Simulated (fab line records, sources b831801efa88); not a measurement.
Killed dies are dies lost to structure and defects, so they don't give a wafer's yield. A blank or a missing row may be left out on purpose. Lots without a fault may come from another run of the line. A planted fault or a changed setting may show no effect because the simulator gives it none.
A struck lot beside a sound one | flow gf180mcu | 14 steps out of a route of 602
Sound: wafers L271.1, L271.2, L271.3. Struck: wafers L275.1, L275.3. (L275.4 of the same lot was not struck and is left out.) The cause comes at the end.
At each step with rows: each side's tool, then ch and its chambers, then its first start. Under that, the readings that differ: sound wafers | struck wafers | difference of the means | sigmas: that difference in standard deviations of wafers without a fault.
alike: readings whose means differ by less than 2 such deviations, and words and numbers that are the same on both sides. not compared: withheld readings, readings that some wafer has no value for, bounds like >300 that may hide the same value, and numbers for which the record gives no deviation and whose values overlap.
The two part at a step that has a row with sigmas, a row that says differs or no value, or rows on one side only. Numbers that don't overlap but have no deviation are shown without sigmas and don't part them. A reading that every wafer of one side lacks parts them only if that side has two wafers or more.

first, 3 steps without rows for these wafers: GF_V5_EXPOSE_11 (exposes mask Via5, target cd 260 nm); GF_V5_PEB_12 (peb time 90 s); GF_V5_DEVELOP_13 (develop time 60 s).
GF_V5_CD_MEAS_14: target cd 260 nm.
  sound on cd_sem-02, day 28 06:34; struck on cd_sem-01, day 29 19:59
  alike: cd_nm
GF_V5_OVL_MEAS_15:
  sound on overlay-01, day 28 06:41; struck on overlay-01, day 29 20:06
  alike: V5_OVL
GF_V5_ETCH_16: etches BARC in N2/H2.
  sound on rie_diel-03 ch 0,1,2, day 28 06:43; struck on rie_diel-01 ch 0,3, day 29 20:08
  alike: drypump_motor_current_A, oes_product_au, rf_fwd_power_W, throttle_valve_pct
GF_V5_ETCH_17: etches SiO2 in C4F8/O2/Ar, stops on TiN, target depth 855 nm.
  sound on rie_diel-03 ch 0,1,2; struck on rie_diel-01 ch 0,3
  alike: oes_product_au, rf_fwd_power_W
GF_V5_STRIP_18: strips in O2/N2.
  sound on plasma_asher-01 ch 0,1, day 28 06:52; struck on plasma_asher-02 ch 1, day 29 20:17
  reading               | sound             | struck      | difference | sigmas
  oes_product_au (a.u.) | 0.562 0.568 0.562 | 0.578 0.574 | +0.012     | +2
  alike: drypump_motor_current_A, heater_power_w
  not compared: rf_hours_counter_h
then, 2 steps without rows for these wafers: GF_V5_STRIP_19 (strips in post etch residue remover, time 1200 s); GF_V5_CLEAN_20 (cleans in DIW).
GF_V5_SPUTTER_21: material Ti, target thk 15 nm, time 80.02 s.
  sound on pvd_sputter-02, day 28 07:24; struck on pvd_sputter-03, day 29 20:52
  alike: cathode_dc_power_W, throttle_valve_pct
GF_V5_SPUTTER_22: material TiN, target thk 10 nm, time 40 s.
  sound on pvd_sputter-02, day 28 07:28; struck on pvd_sputter-03, day 29 20:55
  alike: cathode_dc_power_W, throttle_valve_pct
GF_V5_CVD_23: deposits W, target thk 350 nm, time 104.9 s.
  sound on cvd_w-02 ch 0,1, day 28 07:30; struck on cvd_w-02 ch 0,1, day 29 20:58
  reading                          | sound             | struck      | difference | sigmas
  model.W_of_V5_CVD_23.thk_nm (nm) | 345.4 352.1 344.3 | 360.8 354.9 | +10.6      |
  alike: heater_power_w, susceptor_temp_C
GF_V5_RS_MEAS_24: measures by four-point-probe.
  sound on film_metro-03, day 28 07:37; struck on film_metro-04, day 29 21:04
  reading          | sound             | struck      | difference | sigmas
  V5_W_RS (ohm/sq) | 0.332 0.325 0.333 | 0.318 0.323 | -0.010     | -2

WHERE THEY PART
First at GF_V5_STRIP_18; last, within this record, at GF_V5_RS_MEAS_24.

WHY: what the simulator had put in
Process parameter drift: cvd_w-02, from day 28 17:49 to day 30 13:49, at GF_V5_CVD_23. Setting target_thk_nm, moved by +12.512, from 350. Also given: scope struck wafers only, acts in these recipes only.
